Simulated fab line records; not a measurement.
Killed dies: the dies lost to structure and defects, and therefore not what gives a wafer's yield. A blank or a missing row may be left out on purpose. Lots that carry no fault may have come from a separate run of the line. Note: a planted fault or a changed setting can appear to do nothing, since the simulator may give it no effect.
fab line records + flow sky130
record
- lots=12
- wafers=36
- last_day=50
route steps=708 shown NWELL@81 SONOS_TUNNEL@163 SONOS_ONO@169 GATE_OXIDE@201
lots untouched by any fault: they come from a run of this same line in which no faults occurred
start_h: the number of hours between the record's first day and the start of the first shown wafer of the lot + wait_h: how many hours have passed since the lot's step before this one + " repeats the value in the row above + L1.1+2: a row that stands for several wafers + - either no value or no given start + * or withheld: withheld + < > ~ a bound
route shown NAME@n: a module of which the file shows steps, and the number in the route of the first + usual: mean and standard deviation over wafers with no fault + same: alike in all rows + chamber/n: place in a boat + sites: readings site by site + _std_site: the standard deviation of these + _edge_site: mean of outer sites minus mean of inner sites + radius_mm: for every site, how far away it sits from the centre of the wafer + mask NAME#n: copy n + behind: the last tool/chamber to shape the wafer + hold: the reason the lot was held/the length of the hold in hours/how it ended + device: names the non-switching transistor (n, p or np) + end of line: at the end of the route, the tests of the same wafers + a step with no rows: only its recipe + killed: dies lost to structure and defects at the first sort, not the wafer's yield + map: a wafer's dies, x killed, . not, _ none there
set.NAME: the setting that was run; set.NAME@STEP: the one run at that earlier step + model.NAME: the simulator's own value behind a step, which no gauge read
route steps across a sampled set of lots; one table per step, one row per wafer
services: when a tool's chamber went out of use (start_h, in hours from the record's first day, below 0 if earlier), for how many hours, and the reason
## steps
# step SKY_NWELL_RTA_28
# recipe
- temp_c=1050
- time_s=30
- idle_temp_c=650
- ramp_up_c_per_s=150
- ramp_down_c_per_s=90
- ambient=N2
# usual
- lamp_power_pct=25.31/0.06
- ramp_up_c_per_s=150.00/0.025
- wafer_temp_C_max=1054.8/0.95
# same
- time_s=30
| lot.wafer | tool          | chamber | start_h | wait_h | lamp_power_pct | ramp_up_c_per_s | wafer_temp_C_max |
|-----------|---------------|---------|---------|--------|----------------|-----------------|------------------|
| L402.1    | rtp_anneal-01 | 0       | 104.64  | 0.0    | 25.23          | 150.00          | 1056.2           |
| L402.4    | "             | 0       | "       | "      | 25.29          | 150.02          | 1054.6           |
| L402.5    | "             | 0       | "       | "      | 25.26          | 150.00          | 1055.0           |
| L403.1    | rtp_anneal-01 | 0       | 110.14  | 0.0    | 25.22          | 149.99          | 1053.7           |
| L403.5    | "             | 0       | "       | "      | 25.22          | 150.01          | 1054.2           |
| L403.6    | "             | 0       | "       | "      | 25.36          | 150.03          | 1054.8           |
| L405.4    | rtp_anneal-01 | 0       | 116.54  | 0.1    | 25.38          | 149.98          | 1055.0           |
| L405.5    | "             | 0       | "       | "      | 25.30          | 150.00          | 1053.2           |
| L405.6    | "             | 0       | "       | "      | 25.46          | 149.97          | 1053.9           |
| L410.2    | rtp_anneal-01 | 0       | 151.75  | 0.0    | 25.27          | 150.02          | 1055.7           |
| L410.3    | "             | 0       | "       | "      | 25.31          | 150.05          | 1053.5           |
| L410.6    | "             | 0       | "       | "      | 25.44          | 149.98          | 1054.7           |
| L411.2    | rtp_anneal-02 | 0       | 157.95  | 0.0    | 25.28          | 150.00          | 1055.8           |
| L411.4    | "             | 0       | "       | "      | 25.24          | 149.97          | 1053.9           |
| L411.6    | "             | 0       | "       | "      | 25.28          | 149.99          | 1057.1           |
| L412.1    | rtp_anneal-01 | 0       | 160.81  | 0.0    | 25.37          | 149.99          | 1053.8           |
| L412.4    | "             | 0       | "       | "      | 25.26          | 150.01          | 1055.3           |
| L412.6    | "             | 0       | "       | "      | 25.34          | 149.98          | 1054.9           |
| L420.2    | rtp_anneal-02 | 0       | 213.40  | 0.0    | 25.22          | 150.03          | 1056.3           |
| L420.4    | "             | 0       | "       | "      | 25.26          | 149.98          | 1056.7           |
| L420.5    | "             | 0       | "       | "      | 25.28          | 149.98          | 1054.6           |
| L421.2    | rtp_anneal-01 | 0       | 223.21  | 0.0    | 25.27          | 149.99          | 1056.0           |
| L421.4    | "             | 0       | "       | "      | 25.34          | 150.03          | 1054.6           |
| L421.6    | "             | 0       | "       | "      | 25.28          | 149.97          | 1053.7           |
| L422.1    | rtp_anneal-02 | 0       | 228.58  | 0.0    | 25.40          | 150.03          | 1054.7           |
| L422.3    | "             | 0       | "       | "      | 25.34          | 149.99          | 1053.8           |
| L422.5    | "             | 0       | "       | "      | 25.32          | 150.05          | 1053.1           |
| L423.1    | rtp_anneal-02 | 0       | 234.39  | 0.0    | 25.34          | 149.99          | 1053.9           |
| L423.3    | "             | 0       | "       | "      | 25.33          | 150.01          | 1057.1           |
| L423.6    | "             | 0       | "       | "      | 25.32          | 150.00          | 1054.1           |
| L424.2    | rtp_anneal-01 | 0       | 239.67  | 0.0    | 25.27          | 149.95          | 1055.3           |
| L424.4    | "             | 0       | "       | "      | 25.39          | 150.02          | 1054.4           |
| L424.6    | "             | 0       | "       | "      | 25.27          | 150.03          | 1054.4           |
| L425.1    | rtp_anneal-02 | 0       | 242.60  | 0.0    | 25.28          | 150.00          | 1055.3           |
| L425.3    | "             | 0       | "       | "      | 25.40          | 149.98          | 1054.9           |
| L425.6    | "             | 0       | "       | "      | 25.38          | 149.97          | 1054.5           |
# step SKY_SONOS_TUNNEL_IMPLANT_09
# recipe
- species=B
- energy_kev=20
- dose_cm2=1e+12
- tilt_deg=withheld
# usual
- dose_ions_cm2=1.0001e+12/1.2e+09
| lot.wafer | tool         | chamber | start_h | wait_h | dose_ions_cm2 |
|-----------|--------------|---------|---------|--------|---------------|
| L402.1    | implanter-01 | 0       | 249.59  | 0.0    | 1.0026e+12    |
| L402.4    | "            | 0       | "       | "      | 1.0002e+12    |
| L402.5    | "            | 0       | "       | "      | 1.0001e+12    |
| L403.1    | implanter-02 | 0       | 255.34  | 0.0    | 9.988e+11     |
| L403.5    | "            | 0       | "       | "      | 1.0009e+12    |
| L403.6    | "            | 0       | "       | "      | 1.0002e+12    |
| L405.4    | implanter-03 | 0       | 265.65  | 0.1    | 9.988e+11     |
| L405.5    | "            | 0       | "       | "      | 1.001e+12     |
| L405.6    | "            | 0       | "       | "      | 9.991e+11     |
| L410.2    | implanter-02 | 0       | 313.87  | 0.0    | 9.999e+11     |
| L410.3    | "            | 0       | "       | "      | 9.998e+11     |
| L410.6    | "            | 0       | "       | "      | 9.967e+11     |
| L411.2    | implanter-03 | 0       | 318.90  | 0.0    | 9.997e+11     |
| L411.4    | "            | 0       | "       | "      | 9.988e+11     |
| L411.6    | "            | 0       | "       | "      | 9.984e+11     |
| L412.1    | implanter-03 | 0       | 321.69  | 0.0    | 1.0006e+12    |
| L412.4    | "            | 0       | "       | "      | 1.0032e+12    |
| L412.6    | "            | 0       | "       | "      | 1.0005e+12    |
| L420.2    | implanter-01 | 0       | 391.30  | 0.0    | 9.996e+11     |
| L420.4    | "            | 0       | "       | "      | 1.0008e+12    |
| L420.5    | "            | 0       | "       | "      | 9.998e+11     |
| L421.2    | implanter-02 | 0       | 404.47  | 0.0    | 1.0011e+12    |
| L421.4    | "            | 0       | "       | "      | 9.998e+11     |
| L421.6    | "            | 0       | "       | "      | 9.992e+11     |
| L422.1    | implanter-02 | 0       | 408.28  | 0.0    | 1.001e+12     |
| L422.3    | "            | 0       | "       | "      | 1.0026e+12    |
| L422.5    | "            | 0       | "       | "      | 1.0014e+12    |
| L423.1    | implanter-03 | 0       | 417.79  | 0.0    | 1.0011e+12    |
| L423.3    | "            | 0       | "       | "      | 9.986e+11     |
| L423.6    | "            | 0       | "       | "      | 1.0017e+12    |
| L424.2    | implanter-03 | 0       | 424.17  | 0.0    | 9.993e+11     |
| L424.4    | "            | 0       | "       | "      | 9.999e+11     |
| L424.6    | "            | 0       | "       | "      | 1.0005e+12    |
| L425.1    | implanter-02 | 0       | 426.64  | 0.0    | 1.0022e+12    |
| L425.3    | "            | 0       | "       | "      | 9.998e+11     |
| L425.6    | "            | 0       | "       | "      | 1.0001e+12    |
# step SKY_SONOS_TUNNEL_TW_MEAS_12
# usual
- SONOS_TUNNEL_TW=196.8/1.8
| lot.wafer | tool          | chamber | start_h | wait_h | SONOS_TUNNEL_TW |
|-----------|---------------|---------|---------|--------|-----------------|
| L402.1    | film_metro-03 | -       | 250.01  | 0.0    | 195.8           |
| L402.4    | "             | -       | "       | "      | 195.9           |
| L402.5    | "             | -       | "       | "      | 196.2           |
| L403.1    | film_metro-04 | -       | 255.76  | 0.0    | 198.4           |
| L403.5    | "             | -       | "       | "      | 198.7           |
| L403.6    | "             | -       | "       | "      | 199.1           |
| L405.4    | film_metro-04 | -       | 266.03  | 0.0    | 197.3           |
| L405.5    | "             | -       | "       | "      | 197.0           |
| L405.6    | "             | -       | "       | "      | 197.6           |
| L410.2    | film_metro-04 | -       | 314.27  | 0.0    | 198.8           |
| L410.3    | "             | -       | "       | "      | 197.7           |
| L410.6    | "             | -       | "       | "      | 198.3           |
| L411.2    | film_metro-02 | -       | 319.30  | 0.0    | 179.4           |
| L411.4    | "             | -       | "       | "      | 178.8           |
| L411.6    | "             | -       | "       | "      | 178.2           |
| L412.1    | film_metro-04 | -       | 322.28  | 0.0    | 180.5           |
| L412.4    | "             | -       | "       | "      | 181.2           |
| L412.6    | "             | -       | "       | "      | 181.3           |
| L420.2    | film_metro-04 | -       | 391.71  | 0.0    | 198.8           |
| L420.4    | "             | -       | "       | "      | 198.9           |
| L420.5    | "             | -       | "       | "      | 199.7           |
| L421.2    | film_metro-02 | -       | 404.97  | 0.0    | 195.3           |
| L421.4    | "             | -       | "       | "      | 196.6           |
| L421.6    | "             | -       | "       | "      | 197.4           |
| L422.1    | film_metro-03 | -       | 408.71  | 0.0    | 196.3           |
| L422.3    | "             | -       | "       | "      | 194.4           |
| L422.5    | "             | -       | "       | "      | 195.0           |
| L423.1    | film_metro-02 | -       | 418.29  | 0.0    | 196.5           |
| L423.3    | "             | -       | "       | "      | 196.7           |
| L423.6    | "             | -       | "       | "      | 197.4           |
| L424.2    | film_metro-02 | -       | 424.68  | 0.0    | 197.2           |
| L424.4    | "             | -       | "       | "      | 196.7           |
| L424.6    | "             | -       | "       | "      | 195.6           |
| L425.1    | film_metro-03 | -       | 427.08  | 0.0    | 194.3           |
| L425.3    | "             | -       | "       | "      | 195.0           |
| L425.6    | "             | -       | "       | "      | 194.9           |
# step SKY_SONOS_ONO_THK_MEAS_01
# recipe
- reads=SiO2_of_SONOS_ONO_OXIDATION_00
# usual
- SONOS_ONO_OXIDATION_THK=2.61/0.054
| lot.wafer | tool          | chamber | start_h | wait_h | SONOS_ONO_OXIDATION_THK[nm] |
|-----------|---------------|---------|---------|--------|-----------------------------|
| L402.1    | film_metro-04 | -       | 251.66  | 0.0    | 2.62                        |
| L402.4    | "             | -       | "       | "      | 2.55                        |
| L402.5    | "             | -       | "       | "      | 2.59                        |
| L403.1    | film_metro-03 | -       | 257.18  | 0.0    | 2.68                        |
| L403.5    | "             | -       | "       | "      | 2.65                        |
| L403.6    | "             | -       | "       | "      | 2.67                        |
| L405.4    | film_metro-04 | -       | 268.65  | 0.0    | 2.57                        |
| L405.5    | "             | -       | "       | "      | 2.63                        |
| L405.6    | "             | -       | "       | "      | 2.63                        |
| L410.2    | film_metro-01 | -       | 317.41  | 0.0    | 2.73                        |
| L410.3    | "             | -       | "       | "      | 2.69                        |
| L410.6    | "             | -       | "       | "      | 2.70                        |
| L411.2    | film_metro-01 | -       | 322.93  | 0.0    | 2.72                        |
| L411.4    | "             | -       | "       | "      | 2.70                        |
| L411.6    | "             | -       | "       | "      | 2.72                        |
| L412.1    | film_metro-01 | -       | 325.79  | 0.0    | 2.60                        |
| L412.4    | "             | -       | "       | "      | 2.59                        |
| L412.6    | "             | -       | "       | "      | 2.63                        |
| L420.2    | film_metro-03 | -       | 396.28  | 0.0    | 2.61                        |
| L420.4    | "             | -       | "       | "      | 2.60                        |
| L420.5    | "             | -       | "       | "      | 2.56                        |
| L421.2    | film_metro-04 | -       | 407.39  | 0.0    | 2.52                        |
| L421.4    | "             | -       | "       | "      | 2.55                        |
| L421.6    | "             | -       | "       | "      | 2.59                        |
| L422.1    | film_metro-04 | -       | 411.50  | 0.0    | 2.64                        |
| L422.3    | "             | -       | "       | "      | 2.66                        |
| L422.5    | "             | -       | "       | "      | 2.60                        |
| L423.1    | film_metro-01 | -       | 419.71  | 0.0    | 2.56                        |
| L423.3    | "             | -       | "       | "      | 2.66                        |
| L423.6    | "             | -       | "       | "      | 2.57                        |
| L424.2    | film_metro-04 | -       | 426.12  | 0.0    | 2.65                        |
| L424.4    | "             | -       | "       | "      | 2.61                        |
| L424.6    | "             | -       | "       | "      | 2.62                        |
| L425.1    | film_metro-04 | -       | 429.96  | 0.0    | 2.55                        |
| L425.3    | "             | -       | "       | "      | 2.54                        |
| L425.6    | "             | -       | "       | "      | 2.56                        |
# step SKY_GATE_OXIDE_TW_MEAS_14
# usual
- GATE_OXIDE_TW=223.8/1.9
| lot.wafer | tool          | chamber | start_h | wait_h | GATE_OXIDE_TW |
|-----------|---------------|---------|---------|--------|---------------|
| L402.1    | film_metro-03 | -       | 305.54  | 0.1    | 221.7         |
| L402.4    | "             | -       | "       | "      | 222.6         |
| L402.5    | "             | -       | "       | "      | 220.9         |
| L403.1    | film_metro-01 | -       | 313.78  | 0.1    | 225.0         |
| L403.5    | "             | -       | "       | "      | 225.8         |
| L403.6    | "             | -       | "       | "      | 224.9         |
| L405.4    | film_metro-01 | -       | 325.00  | 0.1    | 226.0         |
| L405.5    | "             | -       | "       | "      | 225.3         |
| L405.6    | "             | -       | "       | "      | 225.3         |
| L410.2    | film_metro-01 | -       | 378.80  | 0.1    | 225.0         |
| L410.3    | "             | -       | "       | "      | 225.0         |
| L410.6    | "             | -       | "       | "      | 224.4         |
| L411.2    | film_metro-01 | -       | 383.34  | 0.1    | 224.0         |
| L411.4    | "             | -       | "       | "      | 226.2         |
| L411.6    | "             | -       | "       | "      | 224.8         |
| L412.1    | film_metro-02 | -       | 390.13  | 0.1    | 223.5         |
| L412.4    | "             | -       | "       | "      | 224.4         |
| L412.6    | "             | -       | "       | "      | 223.2         |
| L420.2    | film_metro-01 | -       | 462.05  | 0.1    | 224.0         |
| L420.4    | "             | -       | "       | "      | 224.9         |
| L420.5    | "             | -       | "       | "      | 224.1         |
| L421.2    | film_metro-02 | -       | 475.81  | 0.1    | 224.4         |
| L421.4    | "             | -       | "       | "      | 223.8         |
| L421.6    | "             | -       | "       | "      | 223.1         |
| L422.1    | film_metro-03 | -       | 482.18  | 0.1    | 221.0         |
| L422.3    | "             | -       | "       | "      | 221.3         |
| L422.5    | "             | -       | "       | "      | 221.9         |
| L423.1    | film_metro-01 | -       | 494.49  | 0.1    | 227.2         |
| L423.3    | "             | -       | "       | "      | 227.2         |
| L423.6    | "             | -       | "       | "      | 226.3         |
| L424.2    | film_metro-02 | -       | 494.78  | 0.1    | 222.6         |
| L424.4    | "             | -       | "       | "      | 224.3         |
| L424.6    | "             | -       | "       | "      | 224.4         |
| L425.1    | film_metro-03 | -       | 494.79  | 0.1    | 221.0         |
| L425.3    | "             | -       | "       | "      | 221.3         |
| L425.6    | "             | -       | "       | "      | 221.5         |
## services
| tool         | chamber | start_h | hours | kind   |
|--------------|---------|---------|-------|--------|
| implanter-02 | -       | 96.13   | 5.2   | pm     |
| implanter-03 | -       | 99.69   | 4.4   | pm     |
| implanter-03 | -       | 111.99  | 2.8   | repair |
| implanter-03 | -       | 129.77  | 2.6   | repair |
| implanter-03 | -       | 149.36  | 1.0   | repair |
| implanter-03 | -       | 152.90  | 1.1   | repair |
| implanter-01 | -       | 201.92  | 2.3   | repair |
| implanter-03 | -       | 220.95  | 3.0   | repair |
| implanter-03 | -       | 246.43  | 6.0   | repair |
| implanter-03 | -       | 281.86  | 1.6   | repair |
| implanter-02 | -       | 366.83  | 1.6   | repair |
| implanter-01 | -       | 368.88  | 3.2   | pm     |
| implanter-01 | -       | 395.23  | 2.4   | repair |
| implanter-01 | -       | 417.49  | 65.9  | pm     |
## key
first_sign
- step=SKY_SONOS_TUNNEL_TW_MEAS_12
- reading=SONOS_TUNNEL_TW
- direction=down
- sigmas=9.3
- usual=196.8
- struck=179.9
effect none on later readings
met_at SKY_SONOS_TUNNEL_IMPLANT_09
struck_lots L411,L412
tester_left_out L411,L412
not_acting_at SKY_NWELL_RTA_28,SKY_SONOS_ONO_THK_MEAS_01,SKY_GATE_OXIDE_TW_MEAS_14
onset_between 265.65 318.90
fault
- kind=process_parameter_drift
- tool=implanter-03
- chamber=-
- onset_h=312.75
- steps=SKY_SONOS_TUNNEL_IMPLANT_09
- channel=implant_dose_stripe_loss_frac
- offset=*
- shape=step
- end_h=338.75
# tester_left_out: of these lots the tester's yield and bins aren't shown, on N5 and GAA mostly nor the transistor test; their killed dies are dies lost to structure and defects alone, not to doping, threshold or leakage, so they don't give the yield
